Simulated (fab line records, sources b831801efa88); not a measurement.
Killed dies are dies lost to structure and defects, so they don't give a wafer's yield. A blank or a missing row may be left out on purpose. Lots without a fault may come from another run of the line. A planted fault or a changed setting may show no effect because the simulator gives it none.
fab line records | flow sky130
record lots=12 wafers=36 last_day=50
route steps=708 shown SD_P@327 SD_N@358 LI_CONTACT@382
lots that met no fault: from a run of the same line without faults
start_h: hours from the record's first day to the start of the lot's first wafer shown | wait_h: hours since the lot's step before | " the same as in the row above | L1.1+2: a row that stands for several wafers | - no value, or no start given | * or withheld: withheld | < > ~ a bound
route shown NAME@n: a module of which the file shows steps, and the number in the route of the first | usual: mean/standard deviation of fault-free wafers | same: alike in all rows | chamber/n: place in a boat | sites: the reading at each site | _std_site: their standard deviation | _edge_site: outer sites' mean less inner sites' | radius_mm: how far each site lies from the wafer's centre | mask NAME#n: copy n | behind: the tool/chamber that last shaped the wafer | hold: why the lot was held/for how many hours/how that ended | device: the transistor (n, p or np) that didn't switch | end of line: the same wafers' tests at the end of the route | a step without rows: its recipe alone | killed: dies lost to structure and defects at the first sort, not the wafer's yield | map: a wafer's dies, x killed, . not, _ none there
set.NAME: the setting as run; set.NAME@STEP: as run at that earlier step | model.NAME: the simulator's own value behind a step, which no gauge read
steps of the route over a sample of lots; a table a step, a row a wafer
services: from which hour (start_h, from the record's first day; less than 0 if before it) a tool's chamber was out of use, for how many hours, and why
## steps
# step SKY_SD_P_CD_MEAS_07
# recipe target_cd_nm=380
# usual cd_nm=380.0/2.1
# columns lot.wafer tool chamber start_h wait_h cd_nm
L633.1 cd_sem-01 - 604.73 0.1 377.8
L633.5 " - " " 377.7
L633.6 " - " " 375.5
L634.2 cd_sem-02 - 617.10 0.1 383.3
L634.3 " - " " 380.6
L634.5 " - " " 380.0
L636.1 cd_sem-01 - 628.38 0.1 383.5
L636.4 " - " " 381.0
L636.6 " - " " 382.3
L637.1 cd_sem-01 - 635.58 0.1 377.5
L637.3 " - " " 376.4
L637.5 " - " " 376.0
L638.3 cd_sem-01 - 643.50 0.1 379.3
L638.5 " - " " 379.3
L638.6 " - " " 379.1
L639.1 cd_sem-01 - 652.71 0.1 380.0
L639.3 " - " " 381.7
L639.4 " - " " 380.0
L640.2 cd_sem-02 - 666.88 0.1 379.9
L640.5 " - " " 379.9
L640.6 " - " " 381.7
L643.3 cd_sem-01 - 683.40 0.1 381.7
L643.5 " - " " 378.8
L643.6 " - " " 382.0
L644.1 cd_sem-02 - 693.38 0.1 379.3
L644.2 " - " " 378.6
L644.5 " - " " 379.1
L645.1 cd_sem-02 - 700.63 0.1 378.7
L645.2 " - " " 379.1
L645.4 " - " " 379.2
L653.2 cd_sem-02 - 751.32 0.1 382.7
L653.4 " - " " 380.0
L653.5 " - " " 380.9
L655.2 cd_sem-01 - 775.43 0.1 380.1
L655.4 " - " " 381.8
L655.5 " - " " 379.4
# step SKY_SD_N_RS_MEAS_16
# recipe thk_meas_gauge=four-point-probe
# usual SD_N_RS=68.57/0.17
# columns lot.wafer tool chamber start_h wait_h SD_N_RS[ohm/sq]
L633.1 film_metro-03 - 663.13 0.1 68.57
L633.5 " - " " 68.56
L633.6 " - " " 68.59
L634.2 film_metro-01 - 674.88 0.1 68.78
L634.3 " - " " 68.53
L634.5 " - " " 68.64
L636.1 film_metro-01 - 685.47 0.1 68.73
L636.4 " - " " 68.79
L636.6 " - " " 68.76
L637.1 film_metro-01 - 693.92 0.1 68.73
L637.3 " - " " 68.73
L637.5 " - " " 68.57
L638.3 film_metro-01 - 700.56 0.1 68.80
L638.5 " - " " 68.73
L638.6 " - " " 68.71
L639.1 film_metro-03 - 711.26 0.1 68.36
L639.3 " - " " 68.45
L639.4 " - " " 68.53
L640.2 film_metro-03 - 724.78 0.1 68.55
L640.5 " - " " 68.40
L640.6 " - " " 68.33
L643.3 film_metro-04 - 740.33 0.1 68.48
L643.5 " - " " 68.37
L643.6 " - " " 68.38
L644.1 film_metro-04 - 749.97 0.1 68.45
L644.2 " - " " 68.48
L644.5 " - " " 68.35
L645.1 film_metro-03 - 756.22 0.1 68.65
L645.2 " - " " 68.54
L645.4 " - " " 68.56
L653.2 film_metro-03 - 805.83 0.1 68.35
L653.4 " - " " 68.20
L653.5 " - " " 68.46
L655.2 film_metro-01 - 828.59 0.1 68.64
L655.4 " - " " 68.83
L655.5 " - " " 68.82
# step SKY_LI_CONTACT_SPUTTER_20
# recipe material=TiN target_thk_nm=20 chamber_pressure_pa=5 power_w=4000 time_s=80
# usual cathode_dc_power_W=4000.1/0.66 throttle_valve_pct=30.0/0.99
# columns lot.wafer tool chamber start_h wait_h cathode_dc_power_W throttle_valve_pct
L633.1 pvd_sputter-01 - 693.03 0.0 4000.6 30.2
L633.5 " - " " 3999.8 31.9
L633.6 " - " " 3999.9 30.1
L634.2 pvd_sputter-03 - 704.91 0.0 3999.4 30.2
L634.3 " - " " 4001.3 32.1
L634.5 " - " " 3999.9 30.2
L636.1 pvd_sputter-02 - 715.04 0.0 4000.8 31.2
L636.4 " - " " 3999.4 29.7
L636.6 " - " " 4000.9 31.1
L637.1 pvd_sputter-02 - 723.91 0.0 4000.6 29.7
L637.3 " - " " 4001.1 31.1
L637.5 " - " " 3999.7 31.0
L638.3 pvd_sputter-02 - 729.83 0.0 3999.2 29.7
L638.5 " - " " 3999.9 29.9
L638.6 " - " " 4001.0 27.8
L639.1 pvd_sputter-03 - 740.68 0.0 4000.3 29.2
L639.3 " - " " 4000.0 30.5
L639.4 " - " " 4000.3 30.4
L640.2 pvd_sputter-03 - 753.67 0.0 4001.8 30.3
L640.5 " - " " 4000.0 30.4
L640.6 " - " " 3999.2 29.4
L643.3 pvd_sputter-01 - 768.73 0.0 4000.2 30.4
L643.5 " - " " 4000.5 30.3
L643.6 " - " " 4000.5 30.3
L644.1 pvd_sputter-02 - 778.42 0.0 3998.9 29.8
L644.2 " - " " 4000.3 28.1
L644.5 " - " " 3999.0 29.6
L645.1 pvd_sputter-02 - 783.98 0.0 3999.4 28.4
L645.2 " - " " 3999.8 31.0
L645.4 " - " " 4000.8 30.0
L653.2 pvd_sputter-02 - 834.09 0.0 4000.6 29.7
L653.4 " - " " 3999.8 28.2
L653.5 " - " " 4000.4 28.1
L655.2 pvd_sputter-02 - 856.61 0.0 3999.3 30.8
L655.4 " - " " 4000.7 28.2
L655.5 " - " " 3999.8 29.8
# step SKY_LI_CONTACT_CVD_21
# recipe material=W target_thk_nm=400 time_s=120.56 temp_c=400 pressure_torr=40
# usual chamber_pressure_Torr=39.98/0.086 heater_power_w=824/53
# columns lot.wafer tool chamber start_h wait_h chamber_pressure_Torr heater_power_w since_wet_clean_h
L633.1 cvd_w-01 0 693.09 0.0 40.04 830 789
L633.5 " 1 " " 40.01 889 -
L633.6 " 0 " " 39.95 801 -
L634.2 cvd_w-01 0 704.97 0.0 40.05 812 801
L634.3 " 1 " " 39.95 854 -
L634.5 " 1 " " 40.04 891 -
L636.1 cvd_w-01 0 715.10 0.0 39.99 803 811
L636.4 " 0 " " 40.04 806 -
L636.6 " 0 " " 40.02 828 -
L637.1 cvd_w-01 0 723.97 0.0 39.95 799 820
L637.3 " 1 " " 39.77 891 -
L637.5 " 0 " " 39.96 805 -
L638.3 cvd_w-02 1 729.94 0.1 39.97 783 -
L638.5 " 0 " " 39.89 750 -
L638.6 " 1 " " 39.99 798 -
L639.1 cvd_w-01 1 740.74 0.0 39.78 909 837
L639.3 " 1 " " 39.96 887 -
L639.4 " 0 " " 39.99 788 -
L640.2 cvd_w-02 1 753.73 0.0 40.01 781 350
L640.5 " 0 " " 40.04 750 -
L640.6 " 1 " " 40.04 769 -
L643.3 cvd_w-02 1 768.88 0.1 40.06 772 -
L643.5 " 1 " " 39.99 780 -
L643.6 " 1 " " 39.99 766 -
L644.1 cvd_w-01 1 778.48 0.0 32.84 878 874
L644.2 " 0 " " 32.85 809 874
L644.5 " 0 " " 32.91 807 -
L645.1 cvd_w-01 0 784.04 0.0 32.90 793 880
L645.2 " 1 " " 32.74 886 880
L645.4 " 1 " " 32.76 883 -
L653.2 cvd_w-02 1 834.19 0.1 39.91 775 -
L653.4 " 1 " " 39.86 760 -
L653.5 " 1 " " 39.98 781 -
L655.2 cvd_w-02 1 856.68 0.0 39.97 783 453
L655.4 " 1 " " 39.91 782 -
L655.5 " 0 " " 39.83 750 -
# step SKY_LI_CONTACT_RS_MEAS_22
# recipe thk_meas_gauge=four-point-probe reads=W_of_LI_CONTACT_CVD_21+TiN_of_LI_CONTACT_SPUTTER_20+Ti_of_LI_CONTACT_SPUTTER_19
# usual LI_CONTACT_W_RS=0.285/0.0047
# columns lot.wafer tool chamber start_h wait_h LI_CONTACT_W_RS[ohm/sq]
L633.1 film_metro-03 - 693.22 0.1 0.289
L633.5 " - " " 0.285
L633.6 " - " " 0.291
L634.2 film_metro-04 - 705.12 0.1 0.291
L634.3 " - " " 0.286
L634.5 " - " " 0.287
L636.1 film_metro-03 - 715.22 0.1 0.286
L636.4 " - " " 0.288
L636.6 " - " " 0.284
L637.1 film_metro-03 - 724.10 0.1 0.288
L637.3 " - " " 0.283
L637.5 " - " " 0.287
L638.3 film_metro-04 - 730.06 0.1 0.283
L638.5 " - " " 0.283
L638.6 " - " " 0.282
L639.1 film_metro-03 - 740.87 0.1 0.289
L639.3 " - " " 0.287
L639.4 " - " " 0.288
L640.2 film_metro-03 - 753.88 0.1 0.277
L640.5 " - " " 0.282
L640.6 " - " " 0.279
L643.3 film_metro-04 - 769.09 0.2 0.274
L643.5 " - " " 0.275
L643.6 " - " " 0.273
L644.1 film_metro-04 - 778.61 0.1 0.315
L644.2 " - " " 0.312
L644.5 " - " " 0.319
L645.1 film_metro-01 - 784.17 0.1 0.324
L645.2 " - " " 0.315
L645.4 " - " " 0.320
L653.2 film_metro-04 - 834.42 0.2 0.277
L653.4 " - " " 0.283
L653.5 " - " " 0.279
L655.2 film_metro-03 - 856.82 0.1 0.282
L655.4 " - " " 0.283
L655.5 " - " " 0.283
# step SKY_LI_CONTACT_THK_MEAS_23
# recipe thk_meas_gauge=xrf reads=W_of_LI_CONTACT_CVD_21
# usual LI_CONTACT_W_THK=400/7.4
# columns lot.wafer tool chamber start_h wait_h LI_CONTACT_W_THK[nm]
L633.1 film_metro-03 - 693.34 0.1 391
L633.5 " - " " 398
L633.6 " - " " 388
L634.2 film_metro-04 - 705.23 0.1 393
L634.3 " - " " 400
L634.5 " - " " 399
L636.1 film_metro-03 - 715.34 0.1 392
L636.4 " - " " 389
L636.6 " - " " 395
L637.1 film_metro-03 - 724.22 0.1 391
L637.3 " - " " 399
L637.5 " - " " 393
L638.3 film_metro-04 - 730.16 0.1 405
L638.5 " - " " 405
L638.6 " - " " 406
L639.1 film_metro-03 - 740.99 0.1 390
L639.3 " - " " 394
L639.4 " - " " 391
L640.2 film_metro-03 - 753.99 0.1 407
L640.5 " - " " 399
L640.6 " - " " 404
L643.3 film_metro-04 - 769.19 0.1 416
L643.5 " - " " 416
L643.6 " - " " 417
L644.1 film_metro-04 - 778.73 0.1 362
L644.2 " - " " 364
L644.5 " - " " 359
L645.1 film_metro-01 - 784.29 0.1 353
L645.2 " - " " 363
L645.4 " - " " 358
L653.2 film_metro-04 - 834.53 0.1 415
L653.4 " - " " 409
L653.5 " - " " 411
L655.2 film_metro-03 - 856.93 0.1 397
L655.4 " - " " 398
L655.5 " - " " 398
## services
# columns tool chamber start_h hours kind
pvd_sputter-01 - 693.97 3.0 repair
pvd_sputter-01 - 697.64 1.2 repair
pvd_sputter-02 2 707.06 - consumable_replace:kit
pvd_sputter-02 2 707.06 18.0 scheduled_down
pvd_sputter-02 2 707.06 18.0 vent_cycle
pvd_sputter-02 - 725.01 1.1 repair
cvd_w-01 - 726.66 2.8 pm
pvd_sputter-03 - 733.10 0.9 repair
cvd_w-01 - 757.41 1.9 repair
cvd_w-02 0 757.96 16.1 repair
pvd_sputter-03 2 824.69 - consumable_replace:kit
pvd_sputter-03 2 824.69 18.0 scheduled_down
pvd_sputter-03 2 824.69 18.0 vent_cycle
cvd_w-02 0 826.76 10.5 repair
cvd_w-02 - 855.22 0.8 repair
## key
first_sign step=SKY_LI_CONTACT_CVD_21 reading=chamber_pressure_Torr direction=down sigmas=83 usual=39.98 struck=32.83
effect step=SKY_LI_CONTACT_RS_MEAS_22 reading=LI_CONTACT_W_RS direction=up sigmas=6.9 usual=0.285 struck=0.317
effect step=SKY_LI_CONTACT_THK_MEAS_23 reading=LI_CONTACT_W_THK direction=down sigmas=5.5 usual=400 struck=360
met_at SKY_LI_CONTACT_CVD_21
struck_lots L644,L645
tester_left_out L644,L645
not_acting_at SKY_SD_P_CD_MEAS_07,SKY_SD_N_RS_MEAS_16,SKY_LI_CONTACT_SPUTTER_20
onset_between 740.74 778.48
fault kind=process_parameter_drift tool=cvd_w-01 chamber=- onset_h=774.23 steps=SKY_LI_CONTACT_CVD_21 channel=pressure_torr offset=-7.1233 shape=step end_h=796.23 acts_in=these_recipes_only stated=40
# tester_left_out: of these lots the tester's yield and bins aren't shown, on N5 and GAA mostly nor the transistor test; their killed dies are dies lost to structure and defects alone, not to doping, threshold or leakage, so they don't give the yield
